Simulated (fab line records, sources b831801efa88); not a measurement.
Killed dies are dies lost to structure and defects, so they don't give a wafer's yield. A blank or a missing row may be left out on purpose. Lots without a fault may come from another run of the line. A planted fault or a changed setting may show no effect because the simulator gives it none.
Which tool did it? | flow sky130 | 11 lots, 33 wafers sampled, at 3 steps of a route of 708

WHAT THE GAUGES READ, wafer by wafer
SKY_VIA3_THK_MEAS_23: measures by xrf.
lot  | measured     | on            | VIA3_W_THK (nm)
L544 | day 40 08:58 | film_metro-04 | 375 375 381
L545 | day 40 15:53 | film_metro-04 | 376 374 376
L550 | day 42 05:01 | film_metro-02 | 375 381 384
L552 | day 43 12:51 | film_metro-02 | 373 384 385
L554 | day 43 17:26 | film_metro-04 | 370 382 382
L556 | day 44 00:24 | film_metro-01 | 377 374 382
L558 | day 44 12:25 | film_metro-01 | 384 386 382
L559 | day 44 16:58 | film_metro-04 | 382 382 382
L560 | day 44 21:09 | film_metro-01 | 381 391 386
L564 | day 45 22:38 | film_metro-04 | 382 384 389
L566 | day 46 07:13 | film_metro-04 | 383 386 385

WHICH TOOL RAN EACH LOT (tool, then ch and the chambers of the sampled wafers, then the start)
lot  | SKY_CAPM_CLEAN_17               | SKY_VIA3_ETCH_14
L544 | wet_bench-03 ch 1, day 38 03:41 | rie_diel-02 ch 1,2,3, day 40 07:57
L545 | wet_bench-02 ch 2, day 38 10:13 | rie_diel-03 ch 0,2,3, day 40 14:53
L550 | wet_bench-03 ch 3, day 40 00:41 | rie_diel-02 ch 0,2,3, day 42 03:59
L552 | wet_bench-02 ch 2, day 41 10:06 | rie_diel-03 ch 0,1,2, day 43 11:52
L554 | wet_bench-04 ch 0, day 41 15:13 | rie_diel-01 ch 1,2,3, day 43 16:26
L556 | wet_bench-03 ch 2, day 41 21:53 | rie_diel-01 ch 0,2,3, day 43 23:25
L558 | wet_bench-04 ch 2, day 42 10:57 | rie_diel-02 ch 0,3, day 44 11:25
L559 | wet_bench-04 ch 2, day 42 15:23 | rie_diel-02 ch 0,1, day 44 15:57
L560 | wet_bench-03 ch 1, day 42 20:19 | rie_diel-01 ch 0,1,2, day 44 20:08
L564 | wet_bench-03 ch 0, day 43 23:55 | rie_diel-01 ch 0,1,3, day 45 21:38
L566 | wet_bench-03 ch 1, day 44 08:28 | rie_diel-02 ch 1,2, day 46 06:13
- SKY_CAPM_CLEAN_17: cleans in O3/DIW.
- SKY_VIA3_ETCH_14: etches BARC in N2/H2, stops on SiO2, time 45.9 s, target depth 60 nm.

THE ANSWER, worked out from the rows above alone
Rule: what is usual is taken from the lots themselves. Put in order of their means at a reading, lots are off if they are a third of the lots or fewer, leave a main group of 4 or more, and stand apart from it by a gap of 3 or more times the standard deviation of the main group's means; of several such gaps the widest counts. A main group whose means are all the same, to the digits that the tables above print for the reading, isn't used. A lot without any number at a reading at which 4 lots or more have one is off too. The other lots that the step has rows for count as sound.
No lot is off at any reading shown: from this, nothing can be told.

WHAT THE SIMULATOR HAD PUT IN
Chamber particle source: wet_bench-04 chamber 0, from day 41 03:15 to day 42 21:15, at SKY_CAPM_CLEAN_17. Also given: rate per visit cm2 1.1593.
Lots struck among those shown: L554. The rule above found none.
